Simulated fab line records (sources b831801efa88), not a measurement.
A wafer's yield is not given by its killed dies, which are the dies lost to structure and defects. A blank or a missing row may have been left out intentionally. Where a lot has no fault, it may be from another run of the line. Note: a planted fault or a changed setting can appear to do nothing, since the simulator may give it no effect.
fab line records	flow sky130
record: lots: 14	wafers: 42	last-day: 50
route steps=708 shown NWELL@82 VT_ADJUST_LVTN@115 SONOS_TUNNEL@157 PAD_OPEN@708
lots with no fault: from the same line, run without faults
start-h: start of the lot's first displayed wafer, in hours after the record's first day	wait-h: hours elapsed since this lot's preceding step	" repeats the value in the row above	L1.1+2: a row that stands for several wafers	- no value, or no start given	* or withheld: withheld	< > ~ a bound
route shown NAME@n: names a module that has steps shown in the file, with the first one's number in the route	usual: average and standard deviation across the fault-free wafers	same: alike in all rows	chamber/n: place in a boat	sites: the reading at each site	_std_site: the standard deviation of these	_edge_site: mean of outer sites minus mean of inner sites	radius-mm: how far each site lies from the wafer's centre	mask NAME#n: copy n	behind: the tool/chamber that last shaped the wafer	hold: why the lot went on hold/how many hours it stayed there/how the hold came to an end	device: the n, p or np transistor that did not switch	end of line: the route-end tests of the same wafers	where a step has no rows: the recipe by itself	killed: the dies lost at the first sort to structure and to defects; this is not the yield of the wafer	map: a wafer's dies, marking killed ones x, the rest . and places with no die _
set.NAME: the run value of the setting; set.NAME@STEP: its run value at that earlier step	model.NAME: the simulator's own value behind a step, which no gauge read
the route's steps for a sample of lots (tables are steps, rows are wafers)
== steps ==
step: SKY_NWELL_RS_MEAS_29
recipe: thk-meas-gauge: four-point-probe
usual: NWELL_RS: 628.1/1.4
lot.wafer	tool	chamber	start-h	wait-h	NWELL_RS[ohm/sq]
L511.1	film-metro-03	-	107.15	0.1	628.3
L511.5	"	-	"	"	628.5
L511.6	"	-	"	"	629.6
L512.3	film-metro-01	-	112.39	0.1	627.0
L512.4	"	-	"	"	627.9
L512.5	"	-	"	"	627.0
L514.1	film-metro-02	-	124.00	0.1	624.0
L514.2	"	-	"	"	626.2
L514.4	"	-	"	"	624.8
L515.1	film-metro-01	-	129.78	0.1	625.6
L515.2	"	-	"	"	625.4
L515.4	"	-	"	"	629.0
L520.1	film-metro-01	-	163.40	0.1	628.5
L520.4	"	-	"	"	628.9
L520.6	"	-	"	"	627.0
L521.4	film-metro-03	-	163.84	0.1	625.8
L521.5	"	-	"	"	628.7
L521.6	"	-	"	"	628.1
L522.1	film-metro-02	-	169.45	0.1	630.0
L522.2	"	-	"	"	630.3
L522.6	"	-	"	"	629.3
L523.2	film-metro-01	-	174.95	0.1	627.2
L523.4	"	-	"	"	629.1
L523.5	"	-	"	"	630.8
L527.3	film-metro-01	-	203.18	0.1	629.4
L527.5	"	-	"	"	627.6
L527.6	"	-	"	"	628.4
L530.1	film-metro-02	-	218.20	0.1	628.6
L530.3	"	-	"	"	629.4
L530.4	"	-	"	"	630.5
L531.1	film-metro-02	-	227.70	0.1	626.6
L531.3	"	-	"	"	627.8
L531.6	"	-	"	"	627.8
L532.1	film-metro-01	-	232.20	0.1	628.4
L532.4	"	-	"	"	627.7
L532.5	"	-	"	"	626.6
L533.2	film-metro-02	-	236.51	0.1	627.0
L533.3	"	-	"	"	627.8
L533.6	"	-	"	"	628.2
L534.3	film-metro-01	-	241.59	0.1	628.4
L534.4	"	-	"	"	629.0
L534.6	"	-	"	"	628.9
step: SKY_VT_ADJUST_LVTN_OVL_MEAS_18
usual: VT_ADJUST_LVTN_01_OVL: 0.2/1.3
lot.wafer	tool	chamber	start-h	wait-h	VT_ADJUST_LVTN_01_OVL[nm]
L511.1	overlay-02	-	164.05	0.1	0.2
L511.5	"	-	"	"	-0.6
L511.6	"	-	"	"	0.7
L512.3	overlay-01	-	169.91	0.1	0.7
L512.4	"	-	"	"	-0.9
L512.5	"	-	"	"	0.6
L514.1	overlay-02	-	182.65	0.1	-1.7
L514.2	"	-	"	"	-0.6
L514.4	"	-	"	"	-2.0
L515.1	overlay-02	-	188.46	0.1	-0.4
L515.2	"	-	"	"	-0.9
L515.4	"	-	"	"	-0.9
L520.1	overlay-01	-	226.56	0.1	-1.6
L520.4	"	-	"	"	1.6
L520.6	"	-	"	"	0.9
L521.4	overlay-01	-	226.87	0.1	2.1
L521.5	"	-	"	"	0.6
L521.6	"	-	"	"	1.9
L522.1	overlay-01	-	233.85	0.1	-0.3
L522.2	"	-	"	"	0.6
L522.6	"	-	"	"	0.7
L523.2	overlay-02	-	240.10	0.1	-0.6
L523.4	"	-	"	"	1.1
L523.5	"	-	"	"	0.9
L527.3	overlay-01	-	270.73	0.1	-0.1
L527.5	"	-	"	"	0.4
L527.6	"	-	"	"	-1.0
L530.1	overlay-01	-	288.56	0.1	0.2
L530.3	"	-	"	"	1.2
L530.4	"	-	"	"	-0.3
L531.1	overlay-02	-	300.30	0.1	0.2
L531.3	"	-	"	"	-0.2
L531.6	"	-	"	"	0.4
L532.1	overlay-02	-	307.50	0.1	-0.4
L532.4	"	-	"	"	-1.8
L532.5	"	-	"	"	-0.6
L533.2	overlay-02	-	309.80	0.1	0.2
L533.3	"	-	"	"	-0.5
L533.6	"	-	"	"	0.0
L534.3	overlay-02	-	314.88	0.1	3.0
L534.4	"	-	"	"	2.8
L534.6	"	-	"	"	2.5
step: SKY_SONOS_TUNNEL_SOFTBAKE_03
recipe: temp-c: 90	time-s: 60	resist: NOVOLAK
usual: heater-power-total-W: 56.59/0.042	plate-temp-C: 89.97/0.12
lot.wafer	tool	chamber	start-h	wait-h	heater-power-total-W	plate-temp-C
L511.1	litho-track-04	0	240.10	0.1	56.65	90.14
L511.5	"	0	"	"	56.61	90.07
L511.6	"	0	"	"	56.55	90.03
L512.3	litho-track-02	0	245.91	0.1	56.60	89.80
L512.4	"	0	"	"	56.64	89.92
L512.5	"	0	"	"	56.65	89.96
L514.1	litho-track-02	0	261.36	0.1	56.60	89.74
L514.2	"	0	"	"	56.63	90.01
L514.4	"	0	"	"	56.56	89.75
L515.1	litho-track-03	0	268.50	0.1	56.55	89.98
L515.2	"	0	"	"	56.64	90.05
L515.4	"	0	"	"	56.60	90.06
L520.1	litho-track-03	0	311.85	0.1	57.16	90.62
L520.4	"	0	"	"	57.11	90.73
L520.6	"	0	"	"	57.26	90.65
L521.4	litho-track-04	0	313.03	0.1	56.60	89.91
L521.5	"	0	"	"	56.53	89.92
L521.6	"	0	"	"	56.57	90.06
L522.1	litho-track-03	0	320.60	0.1	57.23	90.60
L522.2	"	0	"	"	57.23	90.45
L522.6	"	0	"	"	57.26	90.78
L523.2	litho-track-02	0	326.54	0.1	56.59	89.86
L523.4	"	0	"	"	56.58	90.05
L523.5	"	0	"	"	56.64	89.91
L527.3	litho-track-02	0	363.16	0.1	56.66	90.01
L527.5	"	0	"	"	56.58	89.94
L527.6	"	0	"	"	56.59	90.16
L530.1	litho-track-04	0	382.10	0.1	56.59	90.15
L530.3	"	0	"	"	56.63	90.11
L530.4	"	0	"	"	56.55	90.13
L531.1	litho-track-04	0	396.60	0.1	56.61	90.11
L531.3	"	0	"	"	56.58	90.26
L531.6	"	0	"	"	56.63	90.00
L532.1	litho-track-03	0	404.30	0.1	56.62	90.00
L532.4	"	0	"	"	56.59	89.97
L532.5	"	0	"	"	56.55	90.04
L533.2	litho-track-03	0	408.72	0.1	56.61	90.03
L533.3	"	0	"	"	56.61	89.98
L533.6	"	0	"	"	56.58	89.95
L534.3	litho-track-04	0	413.35	0.1	56.62	89.88
L534.4	"	0	"	"	56.61	89.95
L534.6	"	0	"	"	56.56	90.04
step: SKY_SONOS_TUNNEL_OVL_MEAS_08
usual: SONOS_TUNNEL_OVL: -1.3/1.6
lot.wafer	tool	chamber	start-h	wait-h	SONOS_TUNNEL_OVL[nm]
L511.1	overlay-02	-	251.63	0.1	-1.1
L511.5	"	-	"	"	-2.4
L511.6	"	-	"	"	-1.8
L512.3	overlay-02	-	257.13	0.1	-1.5
L512.4	"	-	"	"	-0.5
L512.5	"	-	"	"	-3.4
L514.1	overlay-02	-	273.53	0.1	1.4
L514.2	"	-	"	"	1.8
L514.4	"	-	"	"	1.8
L515.1	overlay-01	-	281.18	0.1	-2.1
L515.2	"	-	"	"	-0.9
L515.4	"	-	"	"	-0.6
L520.1	overlay-01	-	325.02	0.1	-1.2
L520.4	"	-	"	"	-1.0
L520.6	"	-	"	"	-1.0
L521.4	overlay-02	-	325.64	0.1	0.7
L521.5	"	-	"	"	-2.1
L521.6	"	-	"	"	-1.8
L522.1	overlay-01	-	334.48	0.1	-0.8
L522.2	"	-	"	"	-1.4
L522.6	"	-	"	"	-1.3
L523.2	overlay-01	-	340.53	0.1	-0.1
L523.4	"	-	"	"	0.0
L523.5	"	-	"	"	0.5
L527.3	overlay-02	-	377.38	0.1	-1.9
L527.5	"	-	"	"	-1.6
L527.6	"	-	"	"	-1.1
L530.1	overlay-02	-	396.17	0.1	-1.4
L530.3	"	-	"	"	-0.8
L530.4	"	-	"	"	-2.0
L531.1	overlay-01	-	411.27	0.1	-3.6
L531.3	"	-	"	"	-2.1
L531.6	"	-	"	"	-4.0
L532.1	overlay-01	-	419.08	0.1	-3.8
L532.4	"	-	"	"	-6.5
L532.5	"	-	"	"	-3.4
L533.2	overlay-02	-	424.17	0.1	-0.1
L533.3	"	-	"	"	-0.9
L533.6	"	-	"	"	-1.8
L534.3	overlay-02	-	428.93	0.1	0.7
L534.4	"	-	"	"	0.5
L534.6	"	-	"	"	0.0
step: SKY_PAD_OPEN_PROBE_99
usual: killed_at_M0_to_M3: 44/7.4	killed_at_M4_up: 3.2/1.8	killed-at-contacts: 25/5.2	killed-at-front-end: 15/4.5	killed-at-other: 0.2/0.43	killed-dies: 87/9.6	killed-open: 48/7.6	killed-short: 40/5.7
same: gross-dies: 492	killed-at-back-side: 0
lot.wafer	tool	chamber	start-h	wait-h	killed_at_M0_to_M3	killed_at_M4_up	killed-at-contacts	killed-at-front-end	killed-at-other	killed-dies	killed-open	killed-short
L514.1	prober-02	-	1093.34	0.1	35	7	22	16	0	80	43	37
L514.2	prober-02	-	1093.39	0.1	40	1	30	19	0	90	41	49
L514.4	prober-02	-	1093.49	0.2	47	2	31	12	0	92	51	41
L515.1	prober-01	-	1102.22	0.1	37	3	25	20	0	85	53	32
L515.2	prober-01	-	1102.27	0.1	39	3	35	16	0	93	44	49
L515.4	prober-01	-	1102.37	0.2	39	2	12	12	0	65	36	29
L520.1	prober-02	-	1137.85	0.1	54	0	28	11	0	93	52	41
L520.4	prober-02	-	1138.00	0.2	46	3	24	18	0	91	47	44
L520.6	prober-02	-	1138.10	0.2	46	1	29	6	0	82	49	33
L522.1	prober-02	-	1142.52	0.1	40	2	31	11	1	85	52	33
L522.2	prober-02	-	1142.57	0.1	56	1	29	15	0	101	57	44
L522.6	prober-02	-	1142.77	0.2	53	6	21	16	1	97	49	48
L523.2	prober-01	-	1146.76	0.1	48	2	14	17	0	81	40	41
L523.4	prober-01	-	1146.86	0.2	52	2	26	11	0	91	53	38
L523.5	prober-01	-	1146.91	0.2	49	0	19	12	0	80	50	30
L532.1	prober-02	-	1189.92	0.1	34	3	19	12	0	68	36	32
L532.4	prober-02	-	1190.07	0.2	34	5	29	15	0	83	46	37
L532.5	prober-02	-	1190.12	0.2	34	2	28	14	0	78	35	43
L533.2	prober-01	-	1194.28	0.1	46	5	18	16	0	85	48	37
L533.3	prober-01	-	1194.33	0.2	40	6	23	10	0	79	42	37
L533.6	prober-01	-	1194.48	0.2	39	6	29	19	0	93	46	47
L534.3	prober-02	-	1196.08	0.2	44	5	20	14	0	83	45	38
L534.4	prober-02	-	1196.13	0.2	41	6	20	17	1	85	43	42
L534.6	prober-02	-	1196.23	0.2	40	5	22	12	1	80	47	33
killed by level:class
L514.1 CONTACT:geometric-particle:open=10 VIA1:geometric-particle:open=7 LI_CONTACT:geometric-particle:open=7 METAL2:geometric-particle:short=6 METAL4:geometric-particle:short=5 FIELD_ISO:geometric-particle:short=4 VIA2:geometric-particle:open=4 FIELD_ISO:geometric-particle:open=3
L514.2 CONTACT:geometric-particle:open=10 VIA1:geometric-particle:open=10 POLY_GATE:geometric-particle:short=6 LI_CONTACT:geometric-particle:open=6 LOCAL_INTERCONNECT:geometric-particle:short=6 METAL1:geometric-particle:short=6 FIELD_ISO:geometric-particle:short=5 VIA1:geometric-particle:short=5
L514.4 CONTACT:geometric-particle:open=13 VIA1:geometric-particle:open=11 LI_CONTACT:geometric-particle:open=8 METAL1:geometric-particle:short=7 VIA1:geometric-particle:short=7 VIA2:geometric-particle:open=6 VIA3:geometric-particle:open=5 FIELD_ISO:geometric-particle:short=4
L515.1 CONTACT:geometric-particle:open=10 LI_CONTACT:geometric-particle:open=9 VIA1:geometric-particle:open=7 VIA2:geometric-particle:open=7 FIELD_ISO:geometric-particle:open=5 POLY_GATE:geometric-particle:open=5 VIA1:geometric-particle:short=5 VIA3:geometric-particle:open=4
L515.2 CONTACT:geometric-particle:open=15 VIA1:geometric-particle:open=13 CONTACT:geometric-particle:short=11 METAL1:geometric-particle:short=7 POLY_GATE:geometric-particle:short=6 METAL2:geometric-particle:short=6 FIELD_ISO:geometric-particle:short=5 LI_CONTACT:geometric-particle:open=4
L515.4 VIA1:geometric-particle:open=8 VIA2:geometric-particle:open=7 VIA1:geometric-particle:short=6 VIA3:geometric-particle:open=5 FIELD_ISO:geometric-particle:open=4 CONTACT:geometric-particle:open=4 VIA2:geometric-particle:short=4 POLY_GATE:geometric-particle:short=3
L520.1 VIA3:geometric-particle:open=14 CONTACT:geometric-particle:open=11 VIA1:geometric-particle:open=10 VIA1:geometric-particle:short=8 LOCAL_INTERCONNECT:geometric-particle:short=7 VIA2:geometric-particle:open=7 FIELD_ISO:geometric-particle:short=4 LI_CONTACT:geometric-particle:open=4
L520.4 CONTACT:geometric-particle:open=10 METAL1:geometric-particle:short=8 POLY_GATE:geometric-particle:short=6 LOCAL_INTERCONNECT:geometric-particle:short=6 VIA1:geometric-particle:short=6 VIA1:geometric-particle:open=6 VIA2:geometric-particle:open=6 FIELD_ISO:geometric-particle:short=5
L520.6 VIA1:geometric-particle:open=15 CONTACT:geometric-particle:open=9 LI_CONTACT:geometric-particle:open=8 VIA3:geometric-particle:open=8 CONTACT:geometric-particle:short=6 VIA2:geometric-particle:open=4 METAL3:geometric-particle:short=4 VIA3:geometric-particle:short=4
L522.1 CONTACT:geometric-particle:open=13 VIA1:geometric-particle:open=10 VIA2:geometric-particle:open=8 LI_CONTACT:geometric-particle:open=7 CONTACT:geometric-particle:short=6 VIA3:geometric-particle:open=6 LOCAL_INTERCONNECT:geometric-particle:short=5 METAL2:geometric-particle:short=5
L522.2 VIA1:geometric-particle:open=9 CONTACT:geometric-particle:open=9 VIA3:geometric-particle:open=9 FIELD_ISO:geometric-particle:open=8 VIA1:geometric-particle:short=7 LI_CONTACT:geometric-particle:open=6 METAL1:geometric-particle:short=6 VIA2:geometric-particle:open=6
L522.6 VIA1:geometric-particle:open=9 METAL1:geometric-particle:short=9 CONTACT:geometric-particle:open=8 VIA1:geometric-particle:short=6 VIA2:geometric-particle:short=6 LI_CONTACT:geometric-particle:open=5 VIA2:geometric-particle:open=5 FIELD_ISO:geometric-particle:open=4
L523.2 METAL2:geometric-particle:short=11 VIA1:geometric-particle:open=10 FIELD_ISO:geometric-particle:short=7 LI_CONTACT:geometric-particle:open=7 VIA2:geometric-particle:open=7 POLY_GATE:geometric-particle:short=4 METAL1:geometric-particle:short=4 VIA1:geometric-particle:short=4
L523.4 VIA1:geometric-particle:open=18 LI_CONTACT:geometric-particle:open=10 CONTACT:geometric-particle:open=7 VIA2:geometric-particle:open=6 VIA3:geometric-particle:open=6 CONTACT:geometric-particle:short=6 METAL2:geometric-particle:short=5 VIA3:geometric-particle:short=4
L523.5 VIA1:geometric-particle:open=17 LI_CONTACT:geometric-particle:open=7 CONTACT:geometric-particle:open=7 METAL2:geometric-particle:short=7 VIA3:geometric-particle:open=7 VIA2:geometric-particle:open=6 METAL1:geometric-particle:short=4 POLY_GATE:geometric-particle:short=4
L532.1 VIA1:geometric-particle:open=8 CONTACT:geometric-particle:open=7 VIA2:geometric-particle:open=5 POLY_GATE:geometric-particle:short=4 METAL1:geometric-particle:short=4 FIELD_ISO:geometric-particle:open=3 VIA1:geometric-particle:short=3 LOCAL_INTERCONNECT:geometric-particle:open=3
L532.4 CONTACT:geometric-particle:open=9 LI_CONTACT:geometric-particle:open=8 METAL2:geometric-particle:short=7 VIA1:geometric-particle:open=6 VIA3:geometric-particle:open=5 FIELD_ISO:geometric-particle:short=4 LOCAL_INTERCONNECT:geometric-particle:short=4 CONTACT:geometric-particle:short=4
L532.5 CONTACT:geometric-particle:open=8 LOCAL_INTERCONNECT:geometric-particle:short=7 CONTACT:geometric-particle:short=7 VIA1:geometric-particle:short=7 VIA1:geometric-particle:open=6 POLY_GATE:geometric-particle:open=4 LI_CONTACT:geometric-particle:open=4 METAL2:geometric-particle:short=4
L533.2 VIA1:geometric-particle:open=11 VIA2:geometric-particle:open=9 LI_CONTACT:geometric-particle:open=6 CONTACT:geometric-particle:open=5 METAL2:geometric-particle:short=5 VIA3:geometric-particle:open=5 POLY_GATE:geometric-particle:short=4 METAL3:geometric-particle:short=4
L533.3 VIA1:geometric-particle:open=9 VIA3:geometric-particle:open=9 VIA1:geometric-particle:short=7 CONTACT:geometric-particle:short=5 LOCAL_INTERCONNECT:geometric-particle:short=5 CONTACT:geometric-particle:open=5 VIA2:geometric-particle:open=5 METAL4:geometric-particle:short=5
L533.6 METAL1:geometric-particle:short=11 CONTACT:geometric-particle:open=9 VIA1:geometric-particle:open=9 LI_CONTACT:geometric-particle:open=6 POLY_GATE:geometric-particle:open=6 CONTACT:geometric-particle:short=6 FIELD_ISO:geometric-particle:short=5 METAL4:geometric-particle:short=5
L534.3 VIA3:geometric-particle:open=10 CONTACT:geometric-particle:open=8 METAL2:geometric-particle:short=8 VIA1:geometric-particle:open=7 LI_CONTACT:geometric-particle:open=6 METAL1:geometric-particle:short=5 METAL4:geometric-particle:short=5 POLY_GATE:geometric-particle:short=4
L534.4 VIA1:geometric-particle:open=11 METAL1:geometric-particle:short=9 LOCAL_INTERCONNECT:geometric-particle:short=6 CONTACT:geometric-particle:open=6 FIELD_ISO:geometric-particle:short=5 FIELD_ISO:geometric-particle:open=4 METAL4:geometric-particle:short=4 VIA2:geometric-particle:open=4
L534.6 VIA1:geometric-particle:open=13 LI_CONTACT:geometric-particle:open=10 VIA1:geometric-particle:short=6 POLY_GATE:geometric-particle:open=5 CONTACT:geometric-particle:short=4 METAL1:geometric-particle:short=4 VIA2:geometric-particle:open=4 VIA2:geometric-particle:short=4
== key ==
first-sign: step: SKY_SONOS_TUNNEL_SOFTBAKE_03	reading: heater-power-total-W	direction: up	sigmas: 15	usual: *	struck: *
effect: step: SKY_SONOS_TUNNEL_SOFTBAKE_03	reading: plate-temp-C	direction: up	sigmas: 5.6	usual: *	struck: *
met-at SKY_SONOS_TUNNEL_SOFTBAKE_03
struck-lots L520,L522
tester-left-out L520,L522
not-acting-at SKY_NWELL_RS_MEAS_29,SKY_VT_ADJUST_LVTN_OVL_MEAS_18,SKY_SONOS_TUNNEL_OVL_MEAS_08
onset-between 268.50 311.85
fault: kind: process-parameter-drift	tool: litho-track-03	chamber: -	onset-h: 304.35	steps: SKY_SONOS_TUNNEL_SOFTBAKE_03	channel: temp-c	offset: *	shape: step	end-h: 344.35	acts-in: *	stated: *
tester-left-out: of these lots the tester's yield and bins aren't shown, on N5 and GAA mostly nor the transistor test; their killed dies are dies lost to structure and defects alone, not to doping, threshold or leakage, so they don't give the yield
